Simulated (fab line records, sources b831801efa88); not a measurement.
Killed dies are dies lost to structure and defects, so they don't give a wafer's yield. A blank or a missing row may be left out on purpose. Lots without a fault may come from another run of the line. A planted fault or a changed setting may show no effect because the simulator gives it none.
Problem report in the 8D (eight disciplines) form, filled by code | flow gf180mcu | the parts of the form that need people (team, actions taken, sign-off) are left out

1. THE PROBLEM
M1_ALCU_RS at GF_M1_RS_MEAS_05 reads a mean of 0.1039 ohm/sq on 6 wafers of 2 lots; wafers without a fault read 0.0694 ohm/sq with a standard deviation of 0.00087. That is +40 standard deviations from the usual mean.
The step: measures by four-point-probe.
First seen on wafer L457.4, day 22 13:35, on film_metro-01. The record holds 33 wafers of 11 lots with a number at this step. Rule for "out", or "out of limits": more than 4 standard deviations from the usual mean. The other wafers with a number count as sound.

2. WHAT IT IS AND WHAT IT IS NOT
question                    | is                     | is not
which readings at this step | M1_ALCU_RS             | -
which lots                  | L457, L458             | L439, L442, L444, L446, L452, L456, L459, L460, L462
which wafers of those lots  | all that have a number | -
read on which gauges        | film_metro-01          | film_metro-02, film_metro-03
when                        | from day 22 13:35      | up to then (18 sound wafers); but 9 sound wafers of L459, L460, L462 came after

3. SUSPECTS, AND WHAT RULES EACH OUT
Counting: a tool at a process step up to the reading stays a suspect if it ran every lot that is out and no sound lot after the first of them.
- the gauge at GF_M1_RS_MEAS_05: kept. All the wafers that are out were read on film_metro-01, and no step on other tools shows them out.
- rtp_anneal-01 at GF_PSD_RTA_13 (time 20 s): ruled out as a lasting fault. Sound lots L462 ran on it after its first lot that is out, L457 (day 20 11:48).
- pvd_sputter-01 at GF_M1_SPUTTER_02 (material AlCu, target thk 450 nm, time 23.9 s): kept. It ran every lot that is out, first L457 (day 22 13:26), and no sound lot after that.
Left after counting: pvd_sputter-01 at GF_M1_SPUTTER_02, film_metro-01 at GF_M1_RS_MEAS_05.

4. THE CAUSE (what the simulator had put in)
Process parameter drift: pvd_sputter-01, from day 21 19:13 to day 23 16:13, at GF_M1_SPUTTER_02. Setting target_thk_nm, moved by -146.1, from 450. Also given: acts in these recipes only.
Counting left 2 suspects, and this tool is among them.

5. THE CHAIN OF EFFECTS, in route order
Each row: a reading whose mean over the struck wafers that have a number lies more than 3 standard deviations from the usual. Only readings for which the record gives a usual standard deviation are gone through. hours: the time from each lot's start at the first step in this table that gives one to its start at this step, as a median over the lots. sigmas: the change in usual standard deviations.
hours | step              | reading     | usual         | on struck wafers | change  | sigmas
0     | GF_M1_RS_MEAS_05  | M1_ALCU_RS  | 0.0694 ohm/sq | 0.1039           | +0.0345 | +40
0     | GF_M1_THK_MEAS_06 | M1_ALCU_THK | 458 nm        | 305              | -153    | -23

6. WHAT WOULD HAVE CAUGHT IT SOONER
In this record the first reading out of limits at a measuring or inspecting step was taken at day 22 13:35, 18 hours after the fault began at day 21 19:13.
Of the tool readings at GF_M1_SPUTTER_02 for which the record gives a usual standard deviation, none was out on any struck wafer, so an alarm limit of 4 standard deviations on them would not have fired.
Of the lots that are out (2), L458 began GF_M1_SPUTTER_02 on pvd_sputter-01 after day 22 13:35. A hold on the tool at that time would have spared it.
